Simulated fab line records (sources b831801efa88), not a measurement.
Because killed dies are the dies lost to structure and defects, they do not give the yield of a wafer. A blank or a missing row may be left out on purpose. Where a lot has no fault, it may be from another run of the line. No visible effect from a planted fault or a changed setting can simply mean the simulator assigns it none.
fab line records	flow sfq_line
record lots=7	wafers=19	last_day=82
route steps=325 shown C5@246 M6@251 I6@266 M7@281 M8@325
lots that met no fault: taken from a fault-free run of the same line
start_h: start of the lot's first displayed wafer, in hours after the record's first day	wait_h: hours elapsed since this lot's preceding step	" the same as in the row above	L1.1+2: a single row standing in for several wafers	- no value present, or no start provided	* or withheld: withheld	< > ~ a bound
route shown NAME@n: names a module that has steps shown in the file, with the first one's number in the route	usual: mean and standard deviation over wafers with no fault	same: alike in all rows	chamber/n: place in a boat	sites: each site's reading	_std_site: how widely they spread, as a standard deviation	_edge_site: outer sites' mean less inner sites'	radius_mm: how far each site lies from the wafer's centre	mask NAME#n: copy n	behind: the last tool/chamber to shape the wafer	hold: cause of the lot's hold/its duration in hours/its outcome	device: transistor that didn't switch, given as n, p or np	end of line: the tests these same wafers got at the end of their route	a step without rows: its recipe alone	killed: count of dies lost to structure and defects at first sort (not the wafer's yield)	map: per-die view of a wafer (x killed, . not killed, _ where there is no die)
set.NAME: the run value of the setting; set.NAME@STEP: its run value at that earlier step	model.NAME: the simulator's own value behind a step, which no gauge read
lots at some steps of the route; a table a step, a row a wafer
services: from which hour (start_h, from the record's first day; less than 0 if before it) a tool's chamber was out of use, for how many hours, and why
## steps
# step SFQ_C5_OVL_MEAS_937
# usual C5_OVL=-3/6.2
lot.wafer	tool	chamber	start_h	wait_h	C5_OVL[nm]
L726.1	overlay-01	-	1590.08	0.1	-1
L726.2	"	-	"	"	-7
L726.5	"	-	"	"	-13
L727.3	overlay-02	-	1596.94	0.1	-1
L727.4	"	-	"	"	-13
L727.5	"	-	"	"	-8
L733.2	overlay-01	-	1629.76	0.1	-1
L733.4	"	-	"	"	-3
L734.1	overlay-01	-	1632.15	0.1	1
L734.3	"	-	"	"	5
L734.4	"	-	"	"	-3
L735.2	overlay-01	-	1665.77	0.1	-1
L735.6	"	-	"	"	-4
L743.2	overlay-01	-	1720.41	0.1	11
L743.4	"	-	"	"	9
L743.6	"	-	"	"	8
L746.1	overlay-02	-	1732.40	0.1	3
L746.5	"	-	"	"	2
L746.6	"	-	"	"	-8
# step SFQ_TRILAYER_C5_BARC_OPEN_VIA_ETCH_210
# recipe mask_material=PR	chemistry=O2	target_depth_nm=125	target=BARC	source_w=500	bias_w=80	pressure_mtorr=30	time_s=41.7
# step SFQ_TRILAYER_C5_ETCH_VIA_ETCH_154
# recipe target=SiO2	mask_material=PR	chemistry=CHF3	target_depth_nm=84	source_w=500	bias_w=80	pressure_mtorr=30	time_s=withheld	stop_on=Nb
# step SFQ_TRILAYER_C5_STRIP_STRIP_155
# recipe gas=O2	power_w=200	platen_temp_c=40	overash_fraction=0.65	chemistry=O2	pressure_mtorr=50
# step SFQ_TRILAYER_C5_STRIP_SOLV_CLEAN_156
# recipe chemistry=NMP	temp_c=70	time_s=600
# step SFQ_TRILAYER_M6_DEP_PRE_CLEAN_158
# recipe gas=Ar	time_s=22.5	bias_v=250
# step SFQ_TRILAYER_M6_DEP_SPUTTER_157
# recipe material=Nb	base_pressure_pa=1.33e-06	chamber_pressure_pa=0.1333	substrate_temp_c=20	target_thk_nm=200	power_w=2000	time_s=133.3
# usual chamber_pressure_pa=0.13334/0.00027	throttle_valve_pct=30.1/0.91
lot.wafer	tool	chamber	start_h	wait_h	chamber_pressure_pa	throttle_valve_pct
L726.1	pvd_sputter-06	-	1591.01	0.0	0.13287	28.6
L726.2	"	-	"	"	0.1337	30.3
L726.5	"	-	"	"	0.13339	29.0
L727.3	pvd_sputter-05	-	1597.88	0.0	0.134	29.3
L727.4	"	-	"	"	0.13336	32.0
L727.5	"	-	"	"	0.13334	30.0
L733.2	pvd_sputter-05	-	1630.68	0.0	0.13316	29.2
L733.4	"	-	"	"	0.13318	31.5
L734.1	pvd_sputter-04	-	1633.08	0.0	0.13292	30.7
L734.3	"	-	"	"	0.13341	30.8
L734.4	"	-	"	"	0.13354	31.0
L735.2	pvd_sputter-06	-	1666.69	0.0	0.1333	28.7
L735.6	"	-	"	"	0.13375	30.0
L743.2	pvd_sputter-04	-	1721.33	0.0	0.13315	30.6
L743.4	"	-	"	"	0.13326	30.7
L743.6	"	-	"	"	0.13363	31.1
L746.1	pvd_sputter-04	-	1733.33	0.0	0.13334	30.7
L746.5	"	-	"	"	0.1332	30.9
L746.6	"	-	"	"	0.13354	30.6
# step SFQ_M6_RS_MEAS_938
# recipe thk_meas_gauge=four-point-probe	reads=Nb_of_TRILAYER_M6_DEP_SPUTTER_157
# usual M6_NB_RS=0.889/0.0093
lot.wafer	tool	chamber	start_h	wait_h	M6_NB_RS[ohm/sq]
L726.1	film_metro-01	-	1591.10	0.0	0.879
L726.2	"	-	"	"	0.889
L726.5	"	-	"	"	0.882
L727.3	film_metro-02	-	1598.01	0.1	0.888
L727.4	"	-	"	"	0.884
L727.5	"	-	"	"	0.888
L733.2	film_metro-01	-	1630.79	0.1	0.881
L733.4	"	-	"	"	0.882
L734.1	film_metro-04	-	1633.17	0.0	0.886
L734.3	"	-	"	"	0.890
L734.4	"	-	"	"	0.892
L735.2	film_metro-01	-	1666.80	0.1	0.901
L735.6	"	-	"	"	0.890
L743.2	film_metro-04	-	1721.44	0.1	0.908
L743.4	"	-	"	"	0.896
L743.6	"	-	"	"	0.892
L746.1	film_metro-04	-	1733.42	0.0	0.889
L746.5	"	-	"	"	0.890
L746.6	"	-	"	"	0.888
# step SFQ_TRILAYER_M6_LITHO_COAT_164
# recipe resist=BARC	spin_rpm=3000	resist_thk_nm=62
# step SFQ_TRILAYER_M6_LITHO_COAT_159
# recipe resist=KrF	spin_rpm=3000	resist_thk_nm=600
# step SFQ_TRILAYER_M6_LITHO_SOFTBAKE_163
# recipe temp_c=withheld	time_s=withheld	resist=KrF
# step SFQ_TRILAYER_M6_LITHO_EXPOSE_160
# recipe mask_id=M6	na=0.6	source_shape=conventional	sigma_outer=0.65	target_cd_nm=500	dose_mj=14.4
lot.wafer	tool	chamber	start_h	wait_h	mask
L726.1+2+5	krf_scanner-01	0	1629.45	-	M6#0
L727.3+4+5	krf_scanner-01	0	1633.45	-	M6#0
L733.2+4	krf_scanner-01	0	1656.07	-	M6#0
L734.1+3+4	krf_scanner-01	0	1657.07	-	M6#0
L735.2+6	krf_scanner-01	0	1694.10	-	M6#0
L743.2+4+6	krf_scanner-01	0	1745.49	-	M6#0
L746.1+5+6	krf_scanner-01	0	1761.74	-	M6#0
# step SFQ_TRILAYER_M6_LITHO_PEB_162
# recipe peb_temp_c=115	peb_time_s=60	resist=KrF
# step SFQ_TRILAYER_M6_LITHO_DEVELOP_161
# recipe time_s=60	resist=KrF
# step SFQ_M6_OVL_MEAS_940
# usual M6_OVL=-1/5.6
lot.wafer	tool	chamber	start_h	wait_h	M6_OVL[nm]
L726.1	overlay-01	-	1630.95	0.1	2
L726.2	"	-	"	"	4
L726.5	"	-	"	"	10
L727.3	overlay-01	-	1634.57	0.1	-11
L727.4	"	-	"	"	-5
L727.5	"	-	"	"	-9
L733.2	overlay-01	-	1657.37	0.1	-8
L733.4	"	-	"	"	-3
L734.1	overlay-01	-	1658.67	0.1	-4
L734.3	"	-	"	"	0
L734.4	"	-	"	"	0
L735.2	overlay-02	-	1695.41	0.1	2
L735.6	"	-	"	"	0
L743.2	overlay-01	-	1746.80	0.1	4
L743.4	"	-	"	"	5
L743.6	"	-	"	"	7
L746.1	overlay-02	-	1763.24	0.1	1
L746.5	"	-	"	"	3
L746.6	"	-	"	"	2
# step SFQ_TRILAYER_M6_BARC_OPEN_METAL_ETCH_206
# recipe mask_material=PR	chemistry=O2	target_depth_nm=125	target=BARC	icp_w=600	bias_w=80	pressure_mtorr=10	time_s=41.7
# usual drypump_motor_current_A=5.5/0.44	oes_product_au=0.686/0.0045
lot.wafer	tool	chamber	start_h	wait_h	drypump_motor_current_A	oes_product_au	rf_hours_counter_h	model.M6.cd_nm
L726.1	rie_metal-03	0	1630.99	0.0	6.0	0.686	43	500.9
L726.2	"	1	"	"	5.0	0.683	67	499.8
L726.5	"	0	"	"	6.0	0.686	-	502.5
L727.3	rie_metal-01	0	1634.61	0.0	6.1	0.679	-	496.9
L727.4	"	1	"	"	5.5	0.690	-	498
L727.5	"	1	"	"	5.5	0.684	-	498.3
L733.2	rie_metal-04	0	1657.40	0.0	5.3	0.685	100	501
L733.4	"	0	"	"	5.2	0.682	-	488
L734.1	rie_metal-01	0	1658.70	0.0	6.1	0.690	93	500.7
L734.3	"	0	"	"	6.1	0.683	-	501.5
L734.4	"	1	"	"	5.5	0.680	-	487.4
L735.2	rie_metal-04	0	1695.44	0.0	5.3	0.692	106	499.2
L735.6	"	0	"	"	5.3	0.680	-	485.5
L743.2	rie_metal-01	0	1746.83	0.0	6.1	0.682	107	499.6
L743.4	"	1	"	"	5.5	0.694	-	501.1
L743.6	"	1	"	"	5.5	0.678	-	499.4
L746.1	rie_metal-04	1	1763.28	0.0	5.0	0.682	38	502.6
L746.5	"	0	"	"	5.3	0.693	-	500.7
L746.6	"	1	"	"	5.0	0.681	-	501.3
# step SFQ_TRILAYER_M6_ETCH_METAL_ETCH_162
# recipe target=Nb	stop_on=SiO2	mask_material=PR	chemistry=Cl2/Ar	target_depth_nm=240	icp_w=600	bias_w=80	pressure_mtorr=10	time_s=120
# usual drypump_motor_current_A=5.5/0.44	oes_product_au=0.894/0.0067
lot.wafer	tool	chamber	start_h	wait_h	drypump_motor_current_A	oes_product_au	rf_hours_counter_h	model.M6.cd_nm
L726.1	rie_metal-03	0	1631.05	0.0	6.0	0.903	43	502.3
L726.2	"	1	"	"	5.0	0.902	67	500.2
L726.5	"	0	"	"	6.0	0.900	-	504
L727.3	rie_metal-01	0	1634.69	0.1	6.1	0.885	-	496.4
L727.4	"	1	"	"	5.5	0.896	-	498.3
L727.5	"	1	"	"	5.5	0.897	-	498.8
L733.2	rie_metal-04	0	1657.46	0.0	5.3	0.894	100	501.5
L733.4	"	0	"	"	5.2	0.905	-	487.5
L734.1	rie_metal-01	0	1658.76	0.0	6.1	0.893	93	499.4
L734.3	"	0	"	"	6.1	0.894	-	501
L734.4	"	1	"	"	5.5	0.891	-	486.5
L735.2	rie_metal-04	0	1695.50	0.0	5.2	0.894	106	499.5
L735.6	"	0	"	"	5.2	0.906	-	485.7
L743.2	rie_metal-01	0	1746.89	0.0	6.1	0.871	107	499.4
L743.4	"	1	"	"	5.5	0.888	-	502.1
L743.6	"	1	"	"	5.5	0.893	-	499.9
L746.1	rie_metal-04	1	1763.34	0.0	5.0	0.898	38	503.1
L746.5	"	0	"	"	5.2	0.892	-	500.3
L746.6	"	1	"	"	5.0	0.892	-	502
# step SFQ_TRILAYER_M6_STRIP_STRIP_163
# recipe gas=O2	power_w=200	platen_temp_c=40	overash_fraction=0.65	chemistry=O2	pressure_mtorr=50
# usual drypump_motor_current_A=5.5/0.44	oes_product_au=0.999/0.0074
lot.wafer	tool	chamber	start_h	wait_h	drypump_motor_current_A	oes_product_au	rf_hours_counter_h
L726.1	rie_metal-03	0	1631.17	0.1	6.0	0.992	43
L726.2	"	1	"	"	4.9	0.995	67
L726.5	"	0	"	"	6.0	1.000	-
L727.3	rie_metal-01	0	1634.97	0.2	6.1	0.997	-
L727.4	"	1	"	"	5.5	0.998	-
L727.5	"	1	"	"	5.5	0.994	-
L733.2	rie_metal-04	0	1657.59	0.1	5.3	1.013	100
L733.4	"	0	"	"	5.3	1.004	-
L734.1	rie_metal-01	0	1658.89	0.1	6.1	1.004	93
L734.3	"	0	"	"	6.1	0.991	-
L734.4	"	1	"	"	5.5	0.995	-
L735.2	rie_metal-04	0	1695.62	0.1	5.2	1.003	106
L735.6	"	0	"	"	5.3	1.003	-
L743.2	rie_metal-01	0	1747.01	0.1	6.1	1.004	107
L743.4	"	1	"	"	5.5	0.991	-
L743.6	"	1	"	"	5.5	1.003	-
L746.1	rie_metal-04	1	1763.46	0.1	5.0	1.009	38
L746.5	"	0	"	"	5.2	1.004	-
L746.6	"	1	"	"	5.0	1.002	-
# step SFQ_TRILAYER_M6_STRIP_SOLV_CLEAN_164
# recipe chemistry=NMP	temp_c=70	time_s=600
# step SFQ_TRILAYER_I6_DEP_PECVD_165
# recipe material=SiO2	temp_c=150	time_s=111.11	pressure_torr=2.4	rf_w=183.3	precursor=SiH4/N2O	target_thk_nm=500
# step SFQ_TRILAYER_I6_CMP_CMP_166
# recipe material=SiO2	down_force_psi=3	platen_rpm=60	pad_velocity_m_s=0.94248
# step SFQ_I6_BOW_MEAS_941
# recipe mode=bow
# usual I6_BOW=8/10
lot.wafer	tool	chamber	start_h	wait_h	I6_BOW[um]
L726.1	film_metro-03	-	1635.63	1.0	11
L726.2	"	-	"	"	-2
L726.5	"	-	"	"	-3
L727.3	film_metro-03	-	1638.67	2.0	-4
L727.4	"	-	"	"	5
L727.5	"	-	"	"	13
L733.2	film_metro-02	-	1666.71	1.0	5
L733.4	"	-	"	"	9
L734.1	film_metro-01	-	1668.44	2.0	-13
L734.3	"	-	"	"	3
L734.4	"	-	"	"	3
L735.2	film_metro-02	-	1700.11	1.0	7
L735.6	"	-	"	"	13
L743.2	film_metro-01	-	1753.13	1.5	-4
L743.4	"	-	"	"	2
L743.6	"	-	"	"	10
L746.1	film_metro-02	-	1769.62	1.5	-7
L746.5	"	-	"	"	6
L746.6	"	-	"	"	5
# step SFQ_TRILAYER_I6_METRO_MEASURE_167
# step SFQ_TRILAYER_I6_VIA_LITHO_COAT_174
# recipe resist=BARC	spin_rpm=3000	resist_thk_nm=62
# step SFQ_TRILAYER_I6_VIA_LITHO_COAT_169
# recipe resist=KrF	spin_rpm=3000	resist_thk_nm=650
# step SFQ_TRILAYER_I6_VIA_LITHO_SOFTBAKE_173
# recipe temp_c=withheld	time_s=withheld	resist=KrF
# step SFQ_TRILAYER_I6_VIA_LITHO_EXPOSE_170
# recipe mask_id=I6	na=0.6	source_shape=conventional	sigma_outer=0.65	target_cd_nm=700	dose_mj=21.3
# step SFQ_TRILAYER_I6_VIA_LITHO_PEB_172
# recipe peb_temp_c=115	peb_time_s=60	resist=KrF
# step SFQ_TRILAYER_I6_VIA_LITHO_DEVELOP_171
# recipe time_s=60	resist=KrF
# step SFQ_I6_OVL_MEAS_942
# usual I6_OVL=-2/5.8
lot.wafer	tool	chamber	start_h	wait_h	I6_OVL[nm]
L726.1	overlay-01	-	1662.17	0.1	-11
L726.2	"	-	"	"	-8
L726.5	"	-	"	"	-10
L727.3	overlay-01	-	1664.58	0.1	2
L727.4	"	-	"	"	-6
L727.5	"	-	"	"	4
L733.2	overlay-02	-	1697.81	0.1	5
L733.4	"	-	"	"	7
L734.1	overlay-02	-	1700.20	0.1	5
L734.3	"	-	"	"	3
L734.4	"	-	"	"	0
L735.2	overlay-02	-	1727.61	0.1	-3
L735.6	"	-	"	"	-4
L743.2	overlay-02	-	1782.45	0.1	4
L743.4	"	-	"	"	0
L743.6	"	-	"	"	1
L746.1	overlay-02	-	1795.64	0.1	-8
L746.5	"	-	"	"	-5
L746.6	"	-	"	"	-2
# step SFQ_TRILAYER_I6_VIA_BARC_OPEN_VIA_ETCH_235
# recipe mask_material=PR	chemistry=O2	target_depth_nm=125	target=BARC	source_w=500	bias_w=80	pressure_mtorr=30	time_s=41.7
# usual drypump_motor_current_A=5.8/0.58	oes_product_au=0.685/0.0046
lot.wafer	tool	chamber	start_h	wait_h	drypump_motor_current_A	oes_product_au	rf_hours_counter_h
L726.1	rie_diel-03	0	1662.20	0.0	5.1	0.687	9
L726.2	"	1	"	"	6.5	0.684	16
L726.5	"	1	"	"	6.5	0.686	-
L727.3	rie_diel-03	1	1664.60	0.0	6.5	0.677	16
L727.4	"	2	"	"	6.5	0.682	4
L727.5	"	1	"	"	6.5	0.682	-
L733.2	rie_diel-02	3	1697.84	0.0	5.8	0.685	2
L733.4	"	2	"	"	5.6	0.692	3
L734.1	rie_diel-04	2	1700.24	0.0	5.7	0.685	23
L734.3	"	0	"	"	5.5	0.694	18
L734.4	"	3	"	"	6.2	0.685	16
L735.2	rie_diel-02	0	1727.64	0.0	6.4	0.690	19
L735.6	"	2	"	"	5.6	0.679	-
L743.2	rie_diel-03	2	1782.48	0.0	6.5	0.698	6
L743.4	"	1	"	"	6.5	0.686	18
L743.6	"	1	"	"	6.5	0.685	-
L746.1	rie_diel-04	0	1795.68	0.0	5.5	0.688	20
L746.5	"	0	"	"	5.5	0.681	-
L746.6	"	3	"	"	6.3	0.680	-
# step SFQ_TRILAYER_I6_VIA_ETCH_VIA_ETCH_172
# recipe target=SiO2	stop_on=Nb	mask_material=PR	taper_deg=20	chemistry=CHF3	target_depth_nm=260	source_w=500	bias_w=80	pressure_mtorr=30	time_s=withheld
# step SFQ_TRILAYER_I6_VIA_STRIP_STRIP_173
# recipe gas=O2	power_w=200	platen_temp_c=40	overash_fraction=0.65	chemistry=O2	pressure_mtorr=50
# usual drypump_motor_current_A=5.6/0.56	oes_product_au=1.000/0.0071
lot.wafer	tool	chamber	start_h	wait_h	drypump_motor_current_A	oes_product_au	rf_hours_counter_h
L726.1	rie_metal-03	0	1662.35	-	6.1	1.000	50
L726.2	"	1	"	"	4.9	1.002	74
L726.5	"	1	"	"	4.9	0.990	-
L727.3	rie_metal-04	0	1664.95	-	5.3	1.012	-
L727.4	"	1	"	"	5.0	0.998	-
L727.5	"	0	"	"	5.3	1.005	-
L733.2	rie_metal-03	1	1697.99	-	5.0	0.997	81
L733.4	"	0	"	"	6.1	0.999	-
L734.1	rie_metal-03	0	1700.39	-	6.0	1.006	58
L734.3	"	1	"	"	5.0	1.010	-
L734.4	"	0	"	"	6.0	0.999	-
L735.2	rie_metal-04	1	1727.79	-	5.0	1.002	31
L735.6	"	1	"	"	5.0	0.998	-
L743.2	rie_metal-03	0	1782.63	-	6.0	1.013	74
L743.4	"	1	"	"	4.9	1.010	-
L743.6	"	1	"	"	5.0	1.004	-
L746.1	rie_metal-04	1	1795.83	-	5.0	1.000	45
L746.5	"	1	"	"	5.0	0.992	-
L746.6	"	1	"	"	5.0	1.004	-
# step SFQ_TRILAYER_I6_VIA_STRIP_SOLV_CLEAN_174
# recipe chemistry=NMP	temp_c=70	time_s=600
# step SFQ_TRILAYER_M7_DEP_PRE_CLEAN_176
# recipe gas=Ar	time_s=22.5	bias_v=250
# step SFQ_TRILAYER_M7_DEP_SPUTTER_175
# recipe material=Nb	base_pressure_pa=1.33e-06	chamber_pressure_pa=0.1333	substrate_temp_c=20	target_thk_nm=200	power_w=2000	time_s=133.3
# usual chamber_pressure_pa=0.13328/0.00028	throttle_valve_pct=30.2/0.92
lot.wafer	tool	chamber	start_h	wait_h	chamber_pressure_pa	throttle_valve_pct
L726.1	pvd_sputter-03	-	1663.16	0.0	0.13311	32.3
L726.2	"	-	"	"	0.13356	29.9
L726.5	"	-	"	"	0.13322	29.4
L727.3	pvd_sputter-03	-	1665.56	0.0	0.13301	30.2
L727.4	"	-	"	"	0.13339	29.4
L727.5	"	-	"	"	0.13356	29.4
L733.2	pvd_sputter-06	-	1698.80	0.0	0.13306	28.8
L733.4	"	-	"	"	0.13327	29.3
L734.1	pvd_sputter-04	-	1701.20	0.0	0.13328	29.4
L734.3	"	-	"	"	0.13301	31.3
L734.4	"	-	"	"	0.13351	30.7
L735.2	pvd_sputter-03	-	1728.60	0.0	0.13252	32.2
L735.6	"	-	"	"	0.13271	32.1
L743.2	pvd_sputter-06	-	1783.44	0.0	0.13328	29.0
L743.4	"	-	"	"	0.13311	31.1
L743.6	"	-	"	"	0.13362	28.7
L746.1	pvd_sputter-04	-	1797.24	0.0	0.13318	30.7
L746.5	"	-	"	"	0.1331	30.6
L746.6	"	-	"	"	0.13343	29.3
# step SFQ_M7_RS_MEAS_943
# recipe thk_meas_gauge=four-point-probe	reads=Nb_of_TRILAYER_M7_DEP_SPUTTER_175
# usual M7_NB_RS=0.887/0.0072
lot.wafer	tool	chamber	start_h	wait_h	M7_NB_RS[ohm/sq]
L726.1	film_metro-04	-	1663.25	0.0	0.879
L726.2	"	-	"	"	0.881
L726.5	"	-	"	"	0.876
L727.3	film_metro-04	-	1665.69	0.1	0.890
L727.4	"	-	"	"	0.904
L727.5	"	-	"	"	0.892
L733.2	film_metro-04	-	1698.91	0.1	0.902
L733.4	"	-	"	"	0.897
L734.1	film_metro-04	-	1701.29	0.0	0.886
L734.3	"	-	"	"	0.872
L734.4	"	-	"	"	0.881
L735.2	film_metro-01	-	1728.71	0.1	0.897
L735.6	"	-	"	"	0.899
L743.2	film_metro-01	-	1783.55	0.1	0.890
L743.4	"	-	"	"	0.886
L743.6	"	-	"	"	0.890
L746.1	film_metro-03	-	1797.33	0.0	0.895
L746.5	"	-	"	"	0.888
L746.6	"	-	"	"	0.900
# step SFQ_TRILAYER_M7_LITHO_COAT_182
# recipe resist=BARC	spin_rpm=3000	resist_thk_nm=62
# step SFQ_TRILAYER_M7_LITHO_COAT_177
# recipe resist=KrF	spin_rpm=3000	resist_thk_nm=600
# step SFQ_TRILAYER_M7_LITHO_SOFTBAKE_181
# recipe temp_c=withheld	time_s=withheld	resist=KrF
# step SFQ_M8_BOW_MEAS_951
# recipe mode=bow
# usual M8_BOW=8/11
lot.wafer	tool	chamber	start_h	wait_h	M8_BOW[um]	model.etest.m6.ohm_um
L726.1	film_metro-01	-	1802.40	0.0	11	1.746
L726.2	"	-	"	"	-2	1.775
L726.5	"	-	"	"	-4	1.748
L727.3	film_metro-01	-	1802.91	0.0	-1	1.787
L727.4	"	-	"	"	7	1.771
L727.5	"	-	"	"	17	1.778
L733.2	film_metro-02	-	1876.01	0.0	6	1.757
L733.4	"	-	"	"	10	1.806
L734.1	film_metro-04	-	1878.39	0.0	-4	1.772
L734.3	"	-	"	"	13	1.774
L734.4	"	-	"	"	12	1.829
L735.2	film_metro-04	-	1900.74	0.0	7	1.802
L735.6	"	-	"	"	13	1.829
L743.2	film_metro-02	-	1954.97	0.0	-3	1.821
L743.4	"	-	"	"	3	1.786
L743.6	"	-	"	"	12	1.785
L746.1	film_metro-01	-	1962.40	0.0	-7	1.767
L746.5	"	-	"	"	5	1.784
L746.6	"	-	"	"	5	1.77
## services
tool	chamber	start_h	hours	kind
pvd_sputter-03	-	1571.14	2.3	repair
krf_scanner-01	-	1581.58	1.0	pm
rie_diel-04	3	1587.93	18.5	repair
pvd_sputter-03	-	1588.55	5.3	repair
krf_scanner-01	-	1590.98	1.3	pm
pvd_sputter-05	-	1592.70	3.2	repair
pvd_sputter-04	-	1605.02	11.2	repair
krf_scanner-01	-	1606.23	4.0	pm
pvd_sputter-05	-	1608.88	3.4	repair
rie_diel-04	2	1627.83	3.0	repair
pvd_sputter-06	-	1676.52	0.6	repair
rie_diel-04	0	1676.67	16.9	repair
rie_diel-04	3	1683.20	5.0	repair
pvd_sputter-06	-	1684.54	6.1	repair
pvd_sputter-04	-	1690.26	4.1	repair
rie_metal-04	-	1699.03	14.6	pm
pvd_sputter-03	-	1709.76	1.6	repair
krf_scanner-01	-	1711.90	1.0	pm
rie_metal-04	-	1713.63	1.4	pm
rie_metal-04	0	1719.21	1.7	repair
rie_diel-04	2	1739.13	4.2	repair
rie_metal-01	-	1752.88	0.4	repair
krf_scanner-01	-	1759.24	1.3	pm
rie_metal-04	0	1790.95	6.4	repair
## key
first_sign none at tools or gauges
model_effect step=SFQ_TRILAYER_M6_BARC_OPEN_METAL_ETCH_206	value=M6.cd_nm	without=500	struck=487
model_effect step=SFQ_TRILAYER_M6_ETCH_METAL_ETCH_162	value=M6.cd_nm	without=499.6	struck=486.6
model_effect step=SFQ_M8_BOW_MEAS_951	value=etest.m6.ohm_um	without=1.774	struck=1.821
met_at SFQ_TRILAYER_M6_LITHO_EXPOSE_160
struck_wafers L733.4,L734.4,L735.6
fault kind=process_parameter_drift	tool=krf_scanner-01	chamber=-	onset_h=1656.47	steps=SFQ_TRILAYER_M6_LITHO_EXPOSE_160	channel=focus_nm	offset=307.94	shape=step	end_h=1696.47	scope=struck_wafers_only
